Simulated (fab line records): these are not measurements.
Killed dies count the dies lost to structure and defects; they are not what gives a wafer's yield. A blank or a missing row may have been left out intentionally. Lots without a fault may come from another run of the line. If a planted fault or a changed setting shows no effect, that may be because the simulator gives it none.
What tool caused it? ; flow gf180mcu ; 14 lots, 42 wafers sampled, at 2 steps of a route of 602

## WHAT THE GAUGES READ, wafer by wafer
GF_M5_OVL_MEAS_08. Usual: for M5_OVL the level is 0 nm and the standard deviation is 5.6.
lot;measured;on;M5_OVL (nm);flag
L193;day 28 15:10;overlay-02;-4 -9 -6;
L194;day 28 19:46;overlay-02;4 -2 2;
L195;day 29 00:04;overlay-02;-2 -9 -6;
L197;day 29 20:28;overlay-02;6 -4 6;
L198;day 29 23:34;overlay-01;-5 -16 -5;
L199;day 30 06:07;overlay-02;-3 -1 -3;
L200;day 30 13:55;overlay-01;-4 -5 3;
L201;day 31 04:58;overlay-02;2 0 3;
L203;day 31 16:14;overlay-01;-4 -1 2;
L202;day 31 18:25;overlay-01;9 3 5;
L205;day 31 22:46;overlay-02;8 10 16;
L206;day 32 05:28;overlay-02;-2 1 1;
L207;day 32 06:07;overlay-02;3 6 -1;
L209;day 32 17:55;overlay-02;-5 3 1;

GF_V5_THK_MEAS_01. Usual: for V5_CVD_00_THK the level is 310 nm and the standard deviation is 3.3.
lot;measured;on;V5_CVD_00_THK (nm);flag
L193;day 28 15:58;filmMetro-02;313 308 312;
L194;day 28 20:34;filmMetro-01;309 311 311;
L195;day 29 00:50;filmMetro-03;310 308 309;
L197;day 29 21:14;filmMetro-03;307 313 308;
L198;day 30 00:20;filmMetro-03;308 313 310;
L199;day 30 06:53;filmMetro-02;313 313 310;
L200;day 30 14:41;filmMetro-03;312 310 306;
L201;day 31 05:44;filmMetro-02;309 309 311;
L203;day 31 17:01;filmMetro-03;311 302 307;
L202;day 31 19:11;filmMetro-01;311 313 314;
L205;day 31 23:32;filmMetro-02;304 303 311;
L206;day 32 06:14;filmMetro-03;315 315 313;
L207;day 32 07:02;filmMetro-01;315 311 316;
L209;day 32 18:43;filmMetro-03;317 316 312;

## WHICH TOOL RAN EACH LOT (tool, then ch and the chambers of the sampled wafers, then the start)
The record shows no process step preceding these readings.

## AS READ BY THE TOOLS THEMSELVES (means over the sampled wafers that have a number; for cases with no such wafer, the mark the record gives instead)
The record holds no such reading with a usual standard deviation.

## THE ANSWER, worked out from the rows above alone
Rule: a lot is off if the mean of its wafers that have a number lies more than 3 standard deviations from the usual mean. Also off: a lot with no number at a reading for which 4 or more lots have one. All remaining lots with rows at the step are treated as sound. The gauges are gone through in route order, then the tools' own readings, and for those a lot's mean is taken as printed above. At the first step where some lot is off, the reading lying furthest off is the one used; lots without a number count as furthest.
None of the lots is off at any reading shown; this tells nothing.

## WHAT WAS PUT IN BY THE SIMULATOR
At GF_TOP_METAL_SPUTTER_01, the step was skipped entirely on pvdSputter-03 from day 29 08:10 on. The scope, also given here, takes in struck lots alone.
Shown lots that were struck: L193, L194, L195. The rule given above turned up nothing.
